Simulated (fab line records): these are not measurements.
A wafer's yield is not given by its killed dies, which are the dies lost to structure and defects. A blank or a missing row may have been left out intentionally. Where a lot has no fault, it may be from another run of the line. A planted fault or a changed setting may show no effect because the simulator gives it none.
fab line records	flow gf180mcu
[record] lots = 12	wafers = 36	last_day = 34
route steps=602 shown HV_LDD@228 PSD@250 CONTACT@288
lots untouched by any fault: they come from a run of this same line in which no faults occurred
start_h: the number of hours between the record's first day and the start of the first shown wafer of the lot	wait_h: how many hours have passed since the lot's step before this one	" unchanged from the row above	L1.1+2: a row that stands for several wafers	- value missing, or start not given	* or withheld: withheld	< > ~ a bound
route shown NAME@n: a module of which the file shows steps, and the number in the route of the first	usual: the fault-free wafers' mean and standard deviation	same: alike in all rows	chamber/n: place in a boat	sites: readings site by site	_std_site: standard deviation across them	_edge_site: the outer-site mean with the inner-site mean subtracted	radius_mm: for every site, how far away it sits from the centre of the wafer	mask NAME#n: copy n	behind: the last tool/chamber to shape the wafer	hold: the reason the lot was held/the length of the hold in hours/how it ended	device: the n, p or np transistor that did not switch	end of line: at the end of the route, the tests of the same wafers	a step with no rows: only its recipe	killed: at the first sort, the dies lost to defects and structure; wafer yield is something else	map: the dies of a wafer, with x for killed, . for not killed, _ for no die there
set.NAME: setting as actually run; set.NAME@STEP: the setting as run at that earlier step	model.NAME: the simulator's own value behind a step, which no gauge read
a sample of lots followed through the steps of the route, with each step as a table and each wafer as a row
services: from which hour (start_h, from the record's first day; less than 0 if before it) a tool's chamber was out of use, for how many hours, and why
[[steps]]
[step GF_HV_LDD_RTA_52]
[recipe] temp_c = 1000	time_s = 10	ambient = N2
[usual] lamp_power_pct = 37.1/0.51	wafer_temp_C_max = 1006.4/2.1
lot.wafer	tool	chamber	start_h	wait_h	lamp_power_pct	wafer_temp_C_max
L683.1	rtp_anneal-02	0	271.73	0.0	36.3	1004.4
L683.3	"	0	"	"	36.3	1003.5
L683.4	"	0	"	"	36.3	1002.7
L685.2	rtp_anneal-02	0	286.63	0.0	36.3	1003.7
L685.3	"	0	"	"	36.3	1003.6
L685.4	"	0	"	"	36.3	1003.6
L688.1	rtp_anneal-01	0	310.86	0.0	37.5	1008.7
L688.3	"	0	"	"	37.4	1007.8
L688.6	"	0	"	"	37.4	1007.0
L691.3	rtp_anneal-02	0	340.33	0.0	36.3	1003.5
L691.5	"	0	"	"	36.3	1004.2
L691.6	"	0	"	"	36.3	1003.1
L692.1	rtp_anneal-01	0	348.09	0.0	37.4	1006.0
L692.5	"	0	"	"	37.4	1008.7
L692.6	"	0	"	"	37.4	1006.7
L693.1	rtp_anneal-01	0	358.29	0.0	37.4	1007.3
L693.3	"	0	"	"	37.4	1008.8
L693.4	"	0	"	"	37.4	1007.3
L695.4	rtp_anneal-01	0	374.89	0.0	37.4	1007.8
L695.5	"	0	"	"	37.5	1009.5
L695.6	"	0	"	"	37.4	1009.1
L696.1	rtp_anneal-01	0	386.69	0.0	37.5	1007.1
L696.2	"	0	"	"	37.4	1009.6
L696.4	"	0	"	"	37.5	1009.2
L703.1	rtp_anneal-01	0	439.45	0.0	37.4	1008.2
L703.4	"	0	"	"	37.5	1005.6
L703.5	"	0	"	"	37.4	1006.7
L704.2	rtp_anneal-02	0	453.31	0.0	36.3	1005.0
L704.5	"	0	"	"	36.2	1004.4
L704.6	"	0	"	"	36.3	1004.3
L705.3	rtp_anneal-01	0	457.01	0.0	37.4	1006.3
L705.4	"	0	"	"	37.4	1007.2
L705.5	"	0	"	"	37.4	1007.5
L706.1	rtp_anneal-01	0	465.25	0.0	37.5	1006.5
L706.2	"	0	"	"	37.4	1006.0
L706.3	"	0	"	"	37.4	1008.5
[step GF_PSD_COAT_02]
[recipe] resist = NOVOLAK	spin_rpm = 3000	resist_thk_nm = 1000
[usual] spin_speed_rpm = 3000.3/1.9
lot.wafer	tool	chamber	start_h	wait_h	spin_speed_rpm
L683.1	litho_track-03	0	303.41	0.1	3000.3
L683.3	"	0	"	"	3001.9
L683.4	"	0	"	"	3002.7
L685.2	litho_track-02	0	318.73	0.1	2997.4
L685.3	"	0	"	"	2999.3
L685.4	"	0	"	"	3000.2
L688.1	litho_track-01	0	343.69	0.1	2998.3
L688.3	"	0	"	"	2999.6
L688.6	"	0	"	"	3002.9
L691.3	litho_track-03	0	374.00	0.1	3003.1
L691.5	"	0	"	"	3000.8
L691.6	"	0	"	"	3001.0
L692.1	litho_track-03	0	383.60	0.1	3000.4
L692.5	"	0	"	"	2998.0
L692.6	"	0	"	"	2999.9
L693.1	litho_track-03	0	395.05	0.1	3548.8
L693.3	"	0	"	"	3549.4
L693.4	"	0	"	"	3550.5
L695.4	litho_track-03	0	412.03	0.1	3551.6
L695.5	"	0	"	"	3548.9
L695.6	"	0	"	"	3546.5
L696.1	litho_track-01	0	424.94	0.1	3003.1
L696.2	"	0	"	"	3002.0
L696.4	"	0	"	"	2999.1
L703.1	litho_track-03	0	479.25	0.1	3000.3
L703.4	"	0	"	"	2997.9
L703.5	"	0	"	"	2999.6
L704.2	litho_track-02	0	492.02	0.1	2999.4
L704.5	"	0	"	"	3000.1
L704.6	"	0	"	"	2998.8
L705.3	litho_track-02	0	495.65	0.1	3000.3
L705.4	"	0	"	"	3001.6
L705.5	"	0	"	"	3002.8
L706.1	litho_track-03	0	504.20	0.1	3005.5
L706.2	"	0	"	"	3001.6
L706.3	"	0	"	"	3004.3
[step GF_PSD_CD_MEAS_07]
[recipe] target_cd_nm = 400
[usual] cd_nm = 400.1/2.1
lot.wafer	tool	chamber	start_h	wait_h	cd_nm
L683.1	cd_sem-01	-	313.99	0.1	400.5
L683.3	"	-	"	"	400.0
L683.4	"	-	"	"	402.6
L685.2	cd_sem-01	-	329.36	0.1	400.2
L685.3	"	-	"	"	398.3
L685.4	"	-	"	"	398.9
L688.1	cd_sem-02	-	354.25	0.1	402.0
L688.3	"	-	"	"	402.1
L688.6	"	-	"	"	399.1
L691.3	cd_sem-01	-	385.89	0.1	398.8
L691.5	"	-	"	"	401.1
L691.6	"	-	"	"	399.6
L692.1	cd_sem-02	-	394.90	0.1	399.1
L692.5	"	-	"	"	400.6
L692.6	"	-	"	"	399.2
L693.1	cd_sem-02	-	407.00	0.1	405.9
L693.3	"	-	"	"	405.7
L693.4	"	-	"	"	405.7
L695.4	cd_sem-01	-	423.55	0.1	405.3
L695.5	"	-	"	"	406.5
L695.6	"	-	"	"	403.3
L696.1	cd_sem-02	-	437.10	0.1	399.3
L696.2	"	-	"	"	397.8
L696.4	"	-	"	"	399.9
L703.1	cd_sem-01	-	491.49	0.1	400.1
L703.4	"	-	"	"	400.5
L703.5	"	-	"	"	398.9
L704.2	cd_sem-02	-	503.67	0.1	401.4
L704.5	"	-	"	"	400.7
L704.6	"	-	"	"	401.9
L705.3	cd_sem-02	-	507.19	0.1	402.3
L705.4	"	-	"	"	402.9
L705.5	"	-	"	"	402.2
L706.1	cd_sem-02	-	515.99	0.1	395.5
L706.2	"	-	"	"	395.2
L706.3	"	-	"	"	395.7
[step GF_PSD_STRIP_10]
[recipe] chemistry = O2/N2	power_w = 1400	pressure_mtorr = 1500	platen_temp_c = 250	o2_flow_sccm = 3000	n2_flow_sccm = 300	overash_fraction = 0.5
[usual] chamber_pressure_mTorr = 1500.0/1.4	drypump_motor_current_A = 5.6/0.49	heater_power_w = 313/30	o2_flow_sccm = 3000/9.6	oes_product_au = 0.592/0.0049	strip_time_to_endpoint_s = 16.52/0.034
lot.wafer	tool	chamber	start_h	wait_h	chamber_pressure_mTorr	drypump_motor_current_A	heater_power_w	o2_flow_sccm	oes_product_au	rf_hours_counter_h	strip_time_to_endpoint_s
L683.1	plasma_asher-04	0	314.30	0.1	1498.9	4.9	287	2995	0.594	68	16.49
L683.3	"	0	"	"	1499.4	4.9	287	3003	0.596	-	16.56
L683.4	"	1	"	"	1499.9	6.4	316	2992	0.590	-	16.51
L685.2	plasma_asher-04	0	329.65	0.1	1501.1	4.9	293	3016	0.594	70	16.54
L685.3	"	1	"	"	1501.0	6.4	323	3002	0.588	-	16.56
L685.4	"	0	"	"	1497.4	4.9	288	3002	0.593	-	16.54
L688.1	plasma_asher-04	0	354.56	0.1	1501.1	4.9	285	3026	0.584	74	16.53
L688.3	"	0	"	"	1499.4	4.9	290	3000	0.593	-	16.54
L688.6	"	1	"	"	1500.9	6.4	316	3007	0.591	-	16.53
L691.3	plasma_asher-01	0	386.19	0.1	1500.5	5.6	294	3000	0.589	-	16.52
L691.5	"	1	"	"	1500.8	5.7	311	2990	0.599	-	16.57
L691.6	"	0	"	"	1500.0	5.6	293	3009	0.600	-	16.54
L692.1	plasma_asher-03	0	395.21	0.1	1500.6	5.6	374	3008	0.595	68	16.57
L692.5	"	0	"	"	1500.9	5.6	372	2994	0.592	-	16.54
L692.6	"	1	"	"	1500.1	5.9	346	2996	0.596	-	16.57
L693.1	plasma_asher-03	1	407.31	0.1	1499.6	5.9	352	3003	0.586	69	15.62
L693.3	"	0	"	"	1499.2	5.6	383	2999	0.581	-	15.65
L693.4	"	1	"	"	1501.1	5.9	349	2981	0.590	-	15.61
L695.4	plasma_asher-01	0	423.83	0.1	1499.7	5.5	295	3015	0.583	-	15.60
L695.5	"	1	"	"	1500.1	5.7	306	2987	0.590	-	15.60
L695.6	"	0	"	"	1497.8	5.5	294	3008	0.589	-	15.62
L696.1	plasma_asher-04	1	437.41	0.1	1501.9	6.4	310	3010	0.594	1	16.55
L696.2	"	0	"	"	1500.5	4.9	270	2986	0.593	1	16.53
L696.4	"	1	"	"	1500.0	6.4	322	3014	0.598	-	16.55
L703.1	plasma_asher-01	0	491.79	0.1	1500.7	5.6	295	2999	0.593	40	16.53
L703.4	"	0	"	"	1500.1	5.6	292	2990	0.591	-	16.50
L703.5	"	0	"	"	1503.2	5.6	302	2991	0.597	-	16.56
L704.2	plasma_asher-03	1	503.95	0.1	1498.5	5.9	348	2993	0.591	79	16.58
L704.5	"	0	"	"	1500.2	5.6	373	2996	0.591	-	16.58
L704.6	"	1	"	"	1500.9	5.9	352	2999	0.585	-	16.55
L705.3	plasma_asher-03	0	507.49	0.1	1498.5	5.6	371	2988	0.586	-	16.54
L705.4	"	1	"	"	1499.6	5.9	345	2999	0.588	-	16.53
L705.5	"	0	"	"	1499.6	5.6	369	2984	0.592	-	16.50
L706.1	plasma_asher-01	1	516.29	0.1	1502.5	5.7	303	2991	0.592	43	16.51
L706.2	"	0	"	"	1499.1	5.6	294	2992	0.597	43	16.53
L706.3	"	0	"	"	1501.9	5.6	295	3014	0.590	-	16.52
[step GF_CONTACT_THK_MEAS_01]
[recipe] reads = SiO2_of_CONTACT_CVD_00
[usual] CONTACT_CVD_00_THK = 300/3.2
lot.wafer	tool	chamber	start_h	wait_h	CONTACT_CVD_00_THK[nm]
L683.1	film_metro-04	-	336.67	0.0	299
L683.3	"	-	"	"	305
L683.4	"	-	"	"	306
L685.2	film_metro-04	-	351.38	0.0	306
L685.3	"	-	"	"	300
L685.4	"	-	"	"	302
L688.1	film_metro-03	-	377.33	0.0	305
L688.3	"	-	"	"	307
L688.6	"	-	"	"	301
L691.3	film_metro-02	-	410.75	0.1	305
L691.5	"	-	"	"	302
L691.6	"	-	"	"	298
L692.1	film_metro-04	-	421.02	0.0	296
L692.5	"	-	"	"	297
L692.6	"	-	"	"	302
L693.1	film_metro-03	-	432.48	0.0	305
L693.3	"	-	"	"	298
L693.4	"	-	"	"	302
L695.4	film_metro-04	-	449.79	0.0	296
L695.5	"	-	"	"	297
L695.6	"	-	"	"	293
L696.1	film_metro-04	-	463.42	0.0	303
L696.2	"	-	"	"	295
L696.4	"	-	"	"	299
L703.1	film_metro-04	-	516.46	0.0	299
L703.4	"	-	"	"	301
L703.5	"	-	"	"	302
L704.2	film_metro-03	-	528.29	0.0	299
L704.5	"	-	"	"	300
L704.6	"	-	"	"	297
L705.3	film_metro-04	-	531.48	0.0	304
L705.4	"	-	"	"	300
L705.5	"	-	"	"	297
L706.1	film_metro-02	-	540.38	0.0	304
L706.2	"	-	"	"	301
L706.3	"	-	"	"	296
[step GF_CONTACT_SPUTTER_23]
[recipe] material = TiN	target_thk_nm = 10	chamber_pressure_pa = 5	power_w = 4000	time_s = 40
[usual] throttle_valve_pct = 30.4/0.99
lot.wafer	tool	chamber	start_h	wait_h	throttle_valve_pct
L683.1	pvd_sputter-03	-	358.68	0.0	31.1
L683.3	"	-	"	"	30.4
L683.4	"	-	"	"	31.0
L685.2	pvd_sputter-02	-	373.39	0.0	29.1
L685.3	"	-	"	"	31.2
L685.4	"	-	"	"	33.0
L688.1	pvd_sputter-03	-	402.72	0.0	30.9
L688.3	"	-	"	"	30.4
L688.6	"	-	"	"	29.7
L691.3	pvd_sputter-03	-	435.26	0.0	28.8
L691.5	"	-	"	"	30.9
L691.6	"	-	"	"	28.8
L692.1	pvd_sputter-01	-	446.82	0.0	30.1
L692.5	"	-	"	"	30.6
L692.6	"	-	"	"	29.4
L693.1	pvd_sputter-03	-	458.27	0.0	30.1
L693.3	"	-	"	"	31.1
L693.4	"	-	"	"	28.9
L695.4	pvd_sputter-01	-	475.07	0.0	30.0
L695.5	"	-	"	"	30.4
L695.6	"	-	"	"	29.3
L696.1	pvd_sputter-03	-	488.72	0.0	28.8
L696.2	"	-	"	"	31.4
L696.4	"	-	"	"	31.0
L703.1	pvd_sputter-01	-	540.39	0.0	29.0
L703.4	"	-	"	"	30.2
L703.5	"	-	"	"	30.6
L704.2	pvd_sputter-02	-	551.51	0.0	29.4
L704.5	"	-	"	"	31.4
L704.6	"	-	"	"	29.4
L705.3	pvd_sputter-03	-	555.40	0.0	31.2
L705.4	"	-	"	"	28.9
L705.5	"	-	"	"	30.8
L706.1	pvd_sputter-03	-	563.79	0.0	30.2
L706.2	"	-	"	"	30.8
L706.3	"	-	"	"	28.8
[[services]]
tool	chamber	start_h	hours	kind
plasma_asher-04	-	249.91	4.2	repair
pvd_sputter-03	-	257.59	2.8	repair
pvd_sputter-01	1	262.72	-	consumable_replace:kit
pvd_sputter-01	1	262.72	18.0	scheduled_down
pvd_sputter-01	1	262.72	18.0	vent_cycle
rtp_anneal-02	-	262.76	6.6	pm
pvd_sputter-03	-	275.81	11.0	repair
plasma_asher-04	-	277.98	4.3	repair
pvd_sputter-03	-	309.80	1.8	repair
plasma_asher-03	-	334.14	38.8	repair
plasma_asher-03	-	372.94	14.6	pm
pvd_sputter-01	-	417.97	0.7	repair
plasma_asher-04	-	421.25	9.0	pm
plasma_asher-04	0	421.25	9.0	vent_cycle
plasma_asher-04	1	421.25	9.0	vent_cycle
plasma_asher-04	0	430.25	-	clean
plasma_asher-04	1	430.25	-	clean
plasma_asher-04	-	458.23	2.8	pm
pvd_sputter-01	0	461.82	-	consumable_replace:kit
pvd_sputter-01	0	461.82	18.0	scheduled_down
pvd_sputter-01	-	475.97	1.2	repair
plasma_asher-04	-	509.34	14.6	pm
plasma_asher-01	-	520.39	2.8	pm
pvd_sputter-02	-	522.09	0.9	repair
[[key]]
[first_sign] step = GF_PSD_COAT_02	reading = spin_speed_rpm	direction = up	sigmas = 99+	usual = *	struck = *
[effect] step = GF_PSD_CD_MEAS_07	reading = cd_nm	direction = up	sigmas = 2.6	usual = 400.1	struck = 405.4
[effect] step = GF_PSD_STRIP_10	reading = strip_time_to_endpoint_s	direction = down	sigmas = 27	usual = *	struck = *
met_at GF_PSD_COAT_02
struck_lots L693,L695
tester_left_out L693,L695
not_acting_at GF_HV_LDD_RTA_52,GF_CONTACT_THK_MEAS_01,GF_CONTACT_SPUTTER_23
onset_between 383.60 395.05
[fault] kind = process_parameter_drift	tool = litho_track-03	chamber = -	onset_h = 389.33	steps = GF_PSD_COAT_02	channel = spin_rpm	offset = *	shape = step	end_h = 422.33	acts_in = *	stated = *
// tester_left_out: of these lots the tester's yield and bins aren't shown, on N5 and GAA mostly nor the transistor test; their killed dies are dies lost to structure and defects alone, not to doping, threshold or leakage, so they don't give the yield
